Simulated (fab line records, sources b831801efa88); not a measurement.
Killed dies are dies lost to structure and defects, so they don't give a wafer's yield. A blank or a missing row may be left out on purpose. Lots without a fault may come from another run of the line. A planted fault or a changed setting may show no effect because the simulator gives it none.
A struck lot beside a sound one | flow sfq_line | 18 steps out of a route of 325
Sound: wafers L425.1, L425.5, L425.6. Struck: wafers L428.1, L428.2, L428.4. The cause comes at the end.
At each step with rows: each side's tool, then ch and its chambers, then its first start. Under that, the readings that differ: sound wafers | struck wafers | difference of the means | sigmas: that difference in standard deviations of wafers without a fault.
alike: readings whose means differ by less than 2 such deviations, and words and numbers that are the same on both sides. not compared: withheld readings, readings that some wafer has no value for, bounds like >300 that may hide the same value, and numbers for which the record gives no deviation and whose values overlap.
The two part at a step that has a row with sigmas, a row that says differs or no value, or rows on one side only. Numbers that don't overlap but have no deviation are shown without sigmas and don't part them. A reading that every wafer of one side lacks parts them only if that side has two wafers or more.

SFQ_C5_OVL_MEAS_937:
  sound on overlay-01, day 61 09:41; struck on overlay-01, day 61 21:49
  alike: C5_OVL
SFQ_TRILAYER_C5_BARC_OPEN_VIA_ETCH_210: etches BARC in O2, target depth 125 nm, time 41.7 s.
  sound on rie_diel-04 ch 0,1,3, day 61 09:44; struck on rie_diel-02 ch 0,1,2, day 61 21:51
  alike: drypump_motor_current_A, oes_product_au
  not compared: rf_hours_counter_h
SFQ_TRILAYER_C5_ETCH_VIA_ETCH_154: etches SiO2 in CHF3, stops on Nb, target depth 84 nm.
  sound on rie_diel-04 ch 0,1,3, day 61 09:46; struck on rie_diel-02 ch 0,1,2, day 61 21:53
  alike: drypump_motor_current_A, oes_product_au
SFQ_TRILAYER_C5_STRIP_STRIP_155: strips in O2.
  sound on rie_metal-03 ch 0,1, day 61 09:49; struck on rie_metal-02 ch 0,1, day 61 21:56
  alike: drypump_motor_current_A, oes_product_au
  not compared: rf_hours_counter_h
then, 2 steps without rows for these wafers: SFQ_TRILAYER_C5_STRIP_SOLV_CLEAN_156 (cleans in NMP, time 600 s); SFQ_TRILAYER_M6_DEP_PRE_CLEAN_158 (time 22.5 s).
SFQ_TRILAYER_M6_DEP_SPUTTER_157: material Nb, target thk 200 nm, time 133.3 s.
  sound on pvd_sputter-05, day 61 10:37; struck on pvd_sputter-03, day 61 22:44
  alike: substrate_temp_c, throttle_valve_pct
SFQ_M6_RS_MEAS_938: measures by four-point-probe.
  sound on film_metro-01, day 61 10:43; struck on film_metro-02, day 61 22:50
  alike: M6_NB_RS
then, 3 steps without rows for these wafers: SFQ_TRILAYER_M6_LITHO_COAT_164 (resist thk 62 nm); SFQ_TRILAYER_M6_LITHO_COAT_159 (resist thk 609 nm); SFQ_TRILAYER_M6_LITHO_SOFTBAKE_163.
-- the record jumps here: 5 days lie between the struck wafers' starts before and after --
SFQ_TRILAYER_M6_LITHO_EXPOSE_160: exposes mask M6, target cd 500 nm.
  sound on krf_scanner-01 ch 0, day 66 04:29; struck on krf_scanner-01 ch 0, day 66 17:41
  reading              | sound                | struck               | difference | sigmas
  exposure_dose_mJ_cm2 | 14.411 14.422 14.378 | 14.693 14.681 14.679 | +0.281     | +22
  alike: mask, reticle_temp_C, stage_vel_mm_s
then, 2 steps without rows for these wafers: SFQ_TRILAYER_M6_LITHO_PEB_162 (peb time 60 s); SFQ_TRILAYER_M6_LITHO_DEVELOP_161 (time 60 s).
SFQ_M6_OVL_MEAS_940:
  sound on overlay-01, day 66 05:59; struck on overlay-02, day 66 19:11
  alike: M6_OVL
SFQ_TRILAYER_M6_BARC_OPEN_METAL_ETCH_206: etches BARC in O2, target depth 125 nm, time 41.7 s.
  sound on rie_metal-04 ch 0,1, day 66 06:02; struck on rie_metal-03 ch 0,1, day 66 19:14
  reading             | sound             | struck            | difference | sigmas
  model.M6.cd_nm (nm) | 501.4 502.7 502.4 | 498.4 497.2 497.2 | -4.6       |
  alike: drypump_motor_current_A, oes_product_au
  not compared: rf_hours_counter_h
SFQ_TRILAYER_M6_ETCH_METAL_ETCH_162: etches Nb in Cl2/Ar, stops on SiO2, target depth 240 nm, time 120 s.
  sound on rie_metal-04 ch 0,1, day 66 06:05; struck on rie_metal-03 ch 0,1, day 66 19:17
  reading             | sound           | struck            | difference | sigmas
  model.M6.cd_nm (nm) | 501.6 503 501.4 | 497.5 497.8 496.6 | -4.7       |
  alike: drypump_motor_current_A, oes_product_au
  not compared: rf_hours_counter_h
SFQ_TRILAYER_M6_STRIP_STRIP_163: strips in O2.
  sound on rie_metal-04 ch 0,1, day 66 06:13; struck on rie_metal-03 ch 0,1, day 66 19:25
  alike: drypump_motor_current_A, oes_product_au
  not compared: rf_hours_counter_h

WHERE THEY PART
Only at SFQ_TRILAYER_M6_LITHO_EXPOSE_160, within this record. Later steps at which nothing parts them and some readings are alike: SFQ_M6_OVL_MEAS_940, SFQ_TRILAYER_M6_BARC_OPEN_METAL_ETCH_206, SFQ_TRILAYER_M6_ETCH_METAL_ETCH_162, SFQ_TRILAYER_M6_STRIP_STRIP_163.

WHY: what the simulator had put in
Process parameter drift: krf_scanner-01, from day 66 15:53 on, at SFQ_TRILAYER_M6_LITHO_EXPOSE_160. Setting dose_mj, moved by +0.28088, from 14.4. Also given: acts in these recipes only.
